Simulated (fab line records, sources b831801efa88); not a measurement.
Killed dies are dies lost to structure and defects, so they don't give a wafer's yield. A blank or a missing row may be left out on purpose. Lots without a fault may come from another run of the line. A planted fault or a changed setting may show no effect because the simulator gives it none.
fab line records | flow sky130
record lots=6 wafers=18 last_day=49
route steps=708 shown RES_PROTECT@211 POLY_GATE@213 PAD_OPEN@708
lots that met no fault: from a run of the same line without faults
start_h: hours from the record's first day to the start of the lot's first wafer shown | wait_h: hours since the lot's step before | " the same as in the row above | L1.1+2: a row that stands for several wafers | - no value, or no start given | * or withheld: withheld | < > ~ a bound
route shown NAME@n: a module of which the file shows steps, and the number in the route of the first | usual: mean/standard deviation of fault-free wafers | same: alike in all rows | chamber/n: place in a boat | sites: the reading at each site | _std_site: their standard deviation | _edge_site: outer sites' mean less inner sites' | radius_mm: how far each site lies from the wafer's centre | mask NAME#n: copy n | behind: the tool/chamber that last shaped the wafer | hold: why the lot was held/for how many hours/how that ended | device: the transistor (n, p or np) that didn't switch | end of line: the same wafers' tests at the end of the route | a step without rows: its recipe alone | killed: dies lost to structure and defects at the first sort, not the wafer's yield | map: a wafer's dies, x killed, . not, _ none there
set.NAME: the setting as run; set.NAME@STEP: as run at that earlier step | model.NAME: the simulator's own value behind a step, which no gauge read
lots at some steps of the route; a table a step, a row a wafer
services: from which hour (start_h, from the record's first day; less than 0 if before it) a tool's chamber was out of use, for how many hours, and why
## steps
# step SKY_RES_PROTECT_PEB_05
# recipe temp_c=withheld time_s=* resist=NOVOLAK
# step SKY_RES_PROTECT_DEVELOP_06
# recipe resist=NOVOLAK developer=TMAH develop_time_s=60 dev_temp_c=23
# step SKY_POLY_GATE_IMPLANT_02
# recipe species=P energy_kev=30 dose_cm2=7.7e+15 tilt_deg=0
# step SKY_RES_PROTECT_STRIP_07
# recipe chemistry=O2/N2 power_w=1400 pressure_mtorr=1500 platen_temp_c=withheld o2_flow_sccm=3000 n2_flow_sccm=300 overash_fraction=0.5
# usual drypump_motor_current_A=5.6/0.34 oes_product_au=0.518/0.0046 strip_time_to_endpoint_s=23.32/0.042
# columns lot.wafer tool chamber start_h wait_h drypump_motor_current_A oes_product_au rf_hours_counter_h strip_time_to_endpoint_s
L629.3 plasma_asher-02 0 382.93 0.1 5.7 0.523 - 23.39
L629.4 " 1 " " 5.9 0.519 - 23.33
L629.5 " 1 " " 6.0 0.517 - 23.32
L630.2 plasma_asher-04 0 392.62 0.1 5.3 0.519 59 23.26
L630.4 " 1 " " 5.3 0.515 - 23.25
L630.6 " 1 " " 5.3 0.519 - 23.29
L632.1 plasma_asher-04 0 410.47 0.1 5.3 0.517 60 23.31
L632.3 " 1 " " 5.3 0.521 - 23.32
L632.5 " 0 " " 5.3 0.519 - 23.26
L634.1 plasma_asher-02 1 429.34 0.1 5.9 0.527 31 23.31
L634.4 " 1 " " 5.9 0.517 - 23.35
L634.6 " 1 " " 6.0 0.518 - 23.35
L639.2 plasma_asher-04 1 497.02 0.1 5.3 0.520 70 23.32
L639.4 " 0 " " 5.3 0.514 - 23.33
L639.6 " 0 " " 5.3 0.521 - 23.33
L642.1 plasma_asher-04 1 514.99 0.1 5.3 0.519 71 23.29
L642.2 " 0 " " 5.4 0.519 71 23.35
L642.6 " 1 " " 5.3 0.517 - 23.31
# step SKY_RES_PROTECT_TW_MEAS_08
# usual POLY_GATE_TW=4042/22
# columns lot.wafer tool chamber start_h wait_h POLY_GATE_TW
L629.3 film_metro-02 - 383.01 0.1 4075
L629.4 " - " " 4046
L629.5 " - " " 4083
L630.2 film_metro-02 - 392.73 0.1 4051
L630.4 " - " " 4035
L630.6 " - " " 4038
L632.1 film_metro-01 - 410.57 0.1 4013
L632.3 " - " " 4025
L632.5 " - " " 4027
L634.1 film_metro-02 - 429.44 0.1 4065
L634.4 " - " " 4063
L634.6 " - " " 4057
L639.2 film_metro-02 - 497.13 0.1 4055
L639.4 " - " " 4083
L639.6 " - " " 4057
L642.1 film_metro-01 - 515.09 0.1 4041
L642.2 " - " " 4025
L642.6 " - " " 4030
# step SKY_RES_PROTECT_CLEAN_09
# recipe chemistry=SC1/SC2 mix=1:4:20 temp_c=70 time_s=150 dry=n2_spin
# step SKY_POLY_GATE_CVD_03
# recipe material=Si3N4 precursor=DCS/NH3 target_thk_nm=75 temp_c=770 time_s=1290 pressure_mtorr=250
# step SKY_POLY_GATE_THK_MEAS_04
# recipe reads=Si3N4_of_POLY_GATE_CVD_03
# usual POLY_GATE_CVD_03_THK=74.4/0.74
# columns lot.wafer tool chamber start_h wait_h POLY_GATE_CVD_03_THK[nm]
L629.3 film_metro-04 - 385.36 0.0 74.3
L629.4 " - " " 75.3
L629.5 " - " " 74.7
L630.2 film_metro-01 - 395.08 0.0 74.3
L630.4 " - " " 74.1
L630.6 " - " " 73.9
L632.1 film_metro-04 - 412.04 0.0 75.7
L632.3 " - " " 74.5
L632.5 " - " " 75.2
L634.1 film_metro-04 - 431.41 0.0 74.8
L634.4 " - " " 74.0
L634.6 " - " " 74.3
L639.2 film_metro-01 - 498.60 0.0 73.3
L639.4 " - " " 73.2
L639.6 " - " " 73.4
L642.1 film_metro-01 - 516.56 0.0 74.2
L642.2 " - " " 74.8
L642.6 " - " " 73.8
# step SKY_POLY_GATE_DEHYDRATE_05
# recipe temp_c=200 time_s=60
# step SKY_POLY_GATE_HMDS_06
# recipe prime_time_s=60 prime_temp_c=120
# step SKY_POLY_GATE_COAT_07
# recipe resist=BARC temp_c=withheld time_s=withheld spin_rpm=3000 resist_thk_nm=110
# step SKY_POLY_GATE_COAT_08
# recipe resist=KrF-thick spin_rpm=3000 resist_thk_nm=450
# step SKY_POLY_GATE_SOFTBAKE_09
# recipe temp_c=100 time_s=90 resist=KrF-thick
# usual heater_power_total_W=57.36/0.12 plate_temp_C=100.05/0.13 resist_line_temp_C=22.99/0.098
# columns lot.wafer tool chamber start_h wait_h heater_power_total_W plate_temp_C resist_line_temp_C
L629.3 litho_track-03 0 399 - 57.19 100.08 23.10
L629.4 " 0 " " 57.16 100.15 23.09
L629.5 " 0 " " 57.27 100.12 22.93
L630.2 litho_track-03 0 410 - 57.47 100.17 22.97
L630.4 " 0 " " 57.48 100.23 23.16
L630.6 " 0 " " 57.33 100.22 23.01
L632.1 litho_track-03 0 426 - 52.80 94.55 23.09
L632.3 " 0 " " 52.95 94.27 23.00
L632.5 " 0 " " 53.04 94.29 23.21
L634.1 litho_track-03 0 446 - 53.06 94.41 23.08
L634.4 " 0 " " 53.08 94.69 23.04
L634.6 " 0 " " 52.90 94.47 22.96
L639.2 litho_track-04 0 514 - 57.28 100.00 22.97
L639.4 " 0 " " 57.56 100.08 23.07
L639.6 " 0 " " 57.34 99.94 22.96
L642.1 litho_track-03 0 531 - 57.30 99.99 23.06
L642.2 " 0 " " 57.19 99.96 22.99
L642.6 " 0 " " 57.39 99.94 23.08
# step SKY_POLY_GATE_EXPOSE_10
# recipe mask_id=P1M na=0.68 source_shape=conventional sigma_outer=0.6 target_cd_nm=150 dose_mj=28
# step SKY_POLY_GATE_PEB_11
# recipe peb_temp_c=withheld peb_time_s=withheld resist=KrF-thick
# step SKY_POLY_GATE_DEVELOP_12
# recipe develop_time_s=60 resist=KrF-thick dev_temp_c=21
# usual developer_temp_C=21.01/0.12 resist_line_temp_C=23.03/0.11
# columns lot.wafer tool chamber start_h wait_h developer_temp_C resist_line_temp_C model.KrF-thick_of_POLY_GATE_COAT_08.thk_nm
L629.3 litho_track-04 0 - - 21.02 22.99 438
L629.4 " 0 " " 21.19 23.01 437.3
L629.5 " 0 " " 20.94 22.80 436.4
L630.2 litho_track-03 0 - - 21.03 23.14 437.3
L630.4 " 0 " " 21.17 23.08 437.5
L630.6 " 0 " " 20.98 23.10 437.2
L632.1 litho_track-04 0 - - 21.08 23.18 438.3
L632.3 " 0 " " 20.91 23.10 438.5
L632.5 " 0 " " 20.98 23.10 437.6
L634.1 litho_track-04 0 - - 20.94 23.10 442.6
L634.4 " 0 " " 20.88 23.07 442.2
L634.6 " 0 " " 20.93 22.79 441
L639.2 litho_track-03 0 - - 21.10 23.13 435.5
L639.4 " 0 " " 21.11 22.98 433.9
L639.6 " 0 " " 21.11 23.07 434.3
L642.1 litho_track-04 0 - - 20.90 23.14 433.7
L642.2 " 0 " " 20.97 23.08 432.7
L642.6 " 0 " " 20.77 23.08 434.8
# step SKY_POLY_GATE_CD_MEAS_13
# recipe target_cd_nm=150
# usual cd_nm=149.9/2
# columns lot.wafer tool chamber start_h wait_h cd_nm
L629.3 cd_sem-02 - 414.09 - 151.8
L629.4 " - " " 152.8
L629.5 " - " " 154.0
L630.2 cd_sem-01 - 425.06 - 146.4
L630.4 " - " " 147.4
L630.6 " - " " 148.8
L632.1 cd_sem-02 - 443.35 - 151.0
L632.3 " - " " 151.3
L632.5 " - " " 150.0
L634.1 cd_sem-02 - 462.70 - 153.1
L634.4 " - " " 153.6
L634.6 " - " " 152.4
L639.2 cd_sem-02 - 528.86 - 152.6
L639.4 " - " " 151.5
L639.6 " - " " 149.7
L642.1 cd_sem-01 - 546.15 - 150.4
L642.2 " - " " 149.8
L642.6 " - " " 150.1
# step SKY_POLY_GATE_OVL_MEAS_14
# usual POLY_GATE_OVL=2/5.7
# columns lot.wafer tool chamber start_h wait_h POLY_GATE_OVL[nm]
L629.3 overlay-02 - 414.18 0.1 3
L629.4 " - " " 10
L629.5 " - " " -2
L630.2 overlay-01 - 425.17 0.1 6
L630.4 " - " " 4
L630.6 " - " " 10
L632.1 overlay-02 - 443.47 0.1 6
L632.3 " - " " 1
L632.5 " - " " 1
L634.1 overlay-01 - 462.82 0.1 14
L634.4 " - " " 4
L634.6 " - " " 11
L639.2 overlay-01 - 528.97 0.1 6
L639.4 " - " " 4
L639.6 " - " " 1
L642.1 overlay-01 - 546.27 0.1 -6
L642.2 " - " " 2
L642.6 " - " " -1
# step SKY_POLY_GATE_ETCH_15
# recipe chemistry=N2/H2 target=BARC ion_energy_ev=200 source_w=500 bias_w=100 pressure_mtorr=30 n2_flow_sccm=100 h2_flow_sccm=200 stop_on=SiO2 time_s=118.5 target_depth_a=1100
# usual drypump_motor_current_A=5.6/0.38 oes_product_au=0.716/0.0047 throttle_valve_pct=13.213/0.0094
# columns lot.wafer tool chamber start_h wait_h drypump_motor_current_A oes_product_au rf_hours_counter_h throttle_valve_pct model.KrF-thick_of_POLY_GATE_COAT_08.thk_nm
L629.3 rie_diel-03 2 414.20 0.0 6.0 0.716 41 13.220 346.7
L629.4 " 1 " " 5.7 0.714 9 13.224 346.5
L629.5 " 3 " " 5.9 0.717 - 13.196 345.7
L630.2 rie_diel-04 2 425.20 0.0 5.5 0.716 1 13.206 344.4
L630.4 " 1 " " 6.1 0.720 10 13.206 345.8
L630.6 " 0 " " 5.5 0.722 - 13.218 343.3
L632.1 rie_diel-01 2 443.50 0.0 5.1 0.706 98 13.230 349.2
L632.3 " 1 " " 5.2 0.719 5 13.211 346.6
L632.5 " 2 " " 5.1 0.714 - 13.206 348.2
L634.1 rie_diel-04 1 462.85 0.0 6.1 0.715 11 13.213 351.8
L634.4 " 2 " " 5.6 0.717 - 13.223 350.7
L634.6 " 1 " " 6.1 0.724 - 13.225 351
L639.2 rie_diel-01 2 529.00 0.0 5.1 0.717 1 13.209 345.5
L639.4 " 3 " " 5.9 0.715 9 13.224 342.9
L639.6 " 1 " " 5.3 0.716 - 13.199 341.2
L642.1 rie_diel-01 2 546.30 0.0 5.1 0.719 1 13.217 343.5
L642.2 " 1 " " 5.2 0.713 7 13.228 339.8
L642.6 " 2 " " 5.1 0.716 - 13.207 343.9
# step SKY_POLY_GATE_ETCH_16
# recipe stop_on=poly-Si chemistry=CH3F/O2 target=Si3N4 source_w=400 bias_w=80 pressure_mtorr=25 ch3f_flow_sccm=40 O2_flow_sccm=30 time_s=147.5 target_depth_a=750
# usual ch3f_flow_sccm=40.00/0.12 drypump_motor_current_A=5.6/0.38 oes_product_au=0.638/0.0054 throttle_valve_pct=10.535/0.0094
# columns lot.wafer tool chamber start_h wait_h ch3f_flow_sccm drypump_motor_current_A oes_product_au rf_hours_counter_h throttle_valve_pct
L629.3 rie_diel-03 2 414.29 0.0 40.08 6.0 0.635 41 10.526
L629.4 " 1 " " 39.94 5.7 0.635 9 10.555
L629.5 " 3 " " 40.04 5.8 0.649 - 10.533
L630.2 rie_diel-04 2 425.28 0.0 40.19 5.5 0.634 1 10.535
L630.4 " 1 " " 40.09 6.1 0.634 10 10.533
L630.6 " 0 " " 39.97 5.5 0.643 - 10.544
L632.1 rie_diel-01 2 443.59 0.0 39.97 5.1 0.646 99 10.538
L632.3 " 1 " " 39.96 5.2 0.637 5 10.541
L632.5 " 2 " " 40.14 5.1 0.643 - 10.548
L634.1 rie_diel-04 1 462.94 0.0 40.06 6.1 0.645 11 10.540
L634.4 " 2 " " 40.06 5.6 0.641 - 10.533
L634.6 " 1 " " 40.18 6.1 0.641 - 10.538
L639.2 rie_diel-01 2 529.08 0.0 40.17 5.1 0.629 1 10.523
L639.4 " 3 " " 39.99 5.9 0.630 9 10.542
L639.6 " 1 " " 39.92 5.3 0.633 - 10.542
L642.1 rie_diel-01 2 546.39 0.0 40.02 5.1 0.646 1 10.535
L642.2 " 1 " " 39.73 5.3 0.640 7 10.517
L642.6 " 2 " " 40.13 5.1 0.633 - 10.535
# step SKY_PAD_OPEN_PROBE_99
# usual killed_at_M0_to_M3=44/7.2 killed_at_M4_up=3.1/1.7 killed_at_contacts=24/5.2 killed_at_front_end=15/4.1 killed_at_other=0.3/0.61 killed_dies=87/10 killed_on_rim=17/3.8 killed_open=48/7.5 killed_short=39/6.6
# same gross_dies=492 killed_at_back_side=0
# columns lot.wafer tool chamber start_h wait_h killed_at_M0_to_M3 killed_at_M4_up killed_at_contacts killed_at_front_end killed_at_other killed_dies killed_on_rim killed_open killed_short
L630.2 prober-02 - 1114.79 0.1 39 3 34 17 0 93 17 55 38
L630.4 prober-02 - 1114.89 0.2 53 1 22 14 0 90 23 53 37
L630.6 prober-02 - 1114.99 0.2 43 5 14 12 0 74 23 39 35
L632.1 prober-02 - 1125.56 0.1 56 5 26 12 1 100 23 58 41
L632.3 prober-02 - 1125.66 0.2 53 3 25 14 2 97 20 57 38
L632.5 prober-02 - 1125.76 0.2 46 4 19 19 2 90 18 52 38
L634.1 prober-02 - 1135.20 0.1 49 2 15 10 0 76 15 46 30
L634.4 prober-02 - 1135.35 0.2 59 3 28 10 0 100 15 49 50
L634.6 prober-02 - 1135.45 0.2 58 2 26 15 0 101 22 57 44
L639.2 prober-01 - 1173.02 0.1 50 6 14 16 0 86 14 50 35
L639.4 prober-01 - 1173.12 0.2 50 4 20 12 1 87 17 45 40
L639.6 prober-01 - 1173.22 0.2 55 1 26 13 0 95 19 57 37
# killed by level:class
L630.2 CONTACT:geometric_particle:open=12 LI_CONTACT:geometric_particle:open=11 FIELD_ISO:geometric_particle:short=7 VIA1:geometric_particle:open=6 VIA3:geometric_particle:open=6 LOCAL_INTERCONNECT:geometric_particle:short=5 VIA2:geometric_particle:open=5 FIELD_ISO:geometric_particle:open=4
L630.4 VIA3:geometric_particle:open=12 CONTACT:geometric_particle:open=10 VIA1:geometric_particle:open=7 METAL1:geometric_particle:short=6 VIA2:geometric_particle:open=6 POLY_GATE:geometric_particle:short=5 LI_CONTACT:geometric_particle:open=5 LOCAL_INTERCONNECT:geometric_particle:short=4
L630.6 LI_CONTACT:geometric_particle:open=7 VIA3:geometric_particle:open=7 VIA1:geometric_particle:open=6 VIA2:geometric_particle:open=6 METAL1:geometric_particle:open=5 METAL4:geometric_particle:short=5 METAL1:geometric_particle:short=4 VIA1:geometric_particle:short=4
L632.1 VIA1:geometric_particle:open=16 CONTACT:geometric_particle:open=11 VIA2:geometric_particle:open=11 VIA1:geometric_particle:short=7 METAL2:geometric_particle:short=7 LOCAL_INTERCONNECT:geometric_particle:short=6 LI_CONTACT:geometric_particle:open=5 FIELD_ISO:geometric_particle:short=3
L632.3 VIA1:geometric_particle:open=12 VIA2:geometric_particle:open=10 CONTACT:geometric_particle:open=8 LI_CONTACT:geometric_particle:open=7 METAL1:geometric_particle:short=7 FIELD_ISO:geometric_particle:open=6 VIA3:geometric_particle:open=6 LOCAL_INTERCONNECT:geometric_particle:short=5
L632.5 VIA1:geometric_particle:open=16 FIELD_ISO:geometric_particle:open=7 METAL2:geometric_particle:short=6 VIA2:geometric_particle:open=6 FIELD_ISO:geometric_particle:short=5 CONTACT:geometric_particle:open=5 POLY_GATE:geometric_particle:open=4 LI_CONTACT:geometric_particle:short=4
L634.1 VIA1:geometric_particle:open=10 VIA2:geometric_particle:open=10 VIA3:geometric_particle:open=7 CONTACT:geometric_particle:open=6 METAL3:geometric_particle:short=6 VIA3:geometric_particle:short=4 VIA2:geometric_particle:short=3 POLY_GATE:geometric_particle:open=3
L634.4 VIA1:geometric_particle:open=15 VIA3:geometric_particle:short=10 METAL1:geometric_particle:short=9 VIA3:geometric_particle:open=9 LI_CONTACT:geometric_particle:open=8 CONTACT:geometric_particle:open=8 LOCAL_INTERCONNECT:geometric_particle:short=6 VIA2:geometric_particle:open=5
L634.6 VIA1:geometric_particle:open=12 VIA2:geometric_particle:open=10 CONTACT:geometric_particle:open=10 METAL1:geometric_particle:short=9 LI_CONTACT:geometric_particle:open=7 VIA3:geometric_particle:open=6 VIA1:geometric_particle:short=5 POLY_GATE:geometric_particle:open=4
L639.2 VIA1:geometric_particle:open=10 VIA2:geometric_particle:open=7 VIA3:geometric_particle:open=7 CONTACT:geometric_particle:open=7 METAL2:geometric_particle:short=7 VIA1:geometric_particle:short=6 METAL4:geometric_particle:short=5 METAL1:geometric_particle:open=4
L639.4 VIA1:geometric_particle:open=12 METAL1:geometric_particle:short=9 VIA1:geometric_particle:short=7 LI_CONTACT:geometric_particle:open=6 CONTACT:geometric_particle:open=6 VIA3:geometric_particle:open=6 VIA2:geometric_particle:short=5 LOCAL_INTERCONNECT:geometric_particle:short=4
L639.6 VIA1:geometric_particle:open=17 CONTACT:geometric_particle:open=10 METAL2:geometric_particle:short=9 VIA2:geometric_particle:open=9 LI_CONTACT:geometric_particle:open=7 POLY_GATE:geometric_particle:open=4 POLY_GATE:geometric_particle:short=4 LOCAL_INTERCONNECT:geometric_particle:short=4
## services
# columns tool chamber start_h hours kind
plasma_asher-02 - 365.76 0.5 repair
rie_diel-01 3 366.54 9.3 repair
rie_diel-04 2 373.76 3.9 repair
rie_diel-04 0 386.23 7.1 repair
rie_diel-03 0 407.09 3.6 repair
plasma_asher-04 - 425.99 0.6 repair
rie_diel-04 3 432.95 13.7 repair
rie_diel-03 2 447.76 11.5 repair
rie_diel-04 0 450.86 - clean
rie_diel-04 0 450.86 14.8 scheduled_down
rie_diel-04 0 450.86 14.8 vent_cycle
rie_diel-04 3 465.69 - clean
rie_diel-04 3 465.69 23.7 scheduled_down
rie_diel-01 2 471.79 - clean
rie_diel-01 2 471.79 13.3 scheduled_down
rie_diel-01 2 471.79 13.3 vent_cycle
rie_diel-01 3 483.23 24.2 repair
rie_diel-04 - 488.85 2.8 pm
rie_diel-03 1 489.10 4.3 repair
rie_diel-03 0 509.13 2.6 repair
plasma_asher-04 - 518.61 0.8 repair
rie_diel-03 1 520.50 5.3 repair
plasma_asher-04 - 535.12 7.9 repair
rie_diel-01 3 544.56 11.5 repair
## key
first_sign step=SKY_POLY_GATE_SOFTBAKE_09 reading=plate_temp_C direction=down sigmas=45 usual=* struck=*
effect step=SKY_POLY_GATE_SOFTBAKE_09 reading=heater_power_total_W direction=down sigmas=37 usual=* struck=*
model_effect step=SKY_POLY_GATE_DEVELOP_12 value=KrF-thick_of_POLY_GATE_COAT_08.thk_nm without=436.6 struck=440
model_effect step=SKY_POLY_GATE_ETCH_15 value=KrF-thick_of_POLY_GATE_COAT_08.thk_nm without=346.1 struck=349.6
met_at SKY_POLY_GATE_SOFTBAKE_09
struck_wafers L632.1,L632.3,L632.5,L634.1,L634.4,L634.6
tester_left_out L632,L634
loop_trim step=SKY_POLY_GATE_EXPOSE_10 setting=dose lots=L634
onset_between 410 426
fault kind=process_parameter_drift tool=litho_track-03 chamber=- onset_h=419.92 steps=SKY_POLY_GATE_SOFTBAKE_09 channel=temp_c offset=* shape=step end_h=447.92 acts_in=* stated=*
# tester_left_out: of these lots the tester's yield and bins aren't shown, on N5 and GAA mostly nor the transistor test; their killed dies are dies lost to structure and defects alone, not to doping, threshold or leakage, so they don't give the yield
# loop_trim: a control loop set the setting to another value than it would have without faults
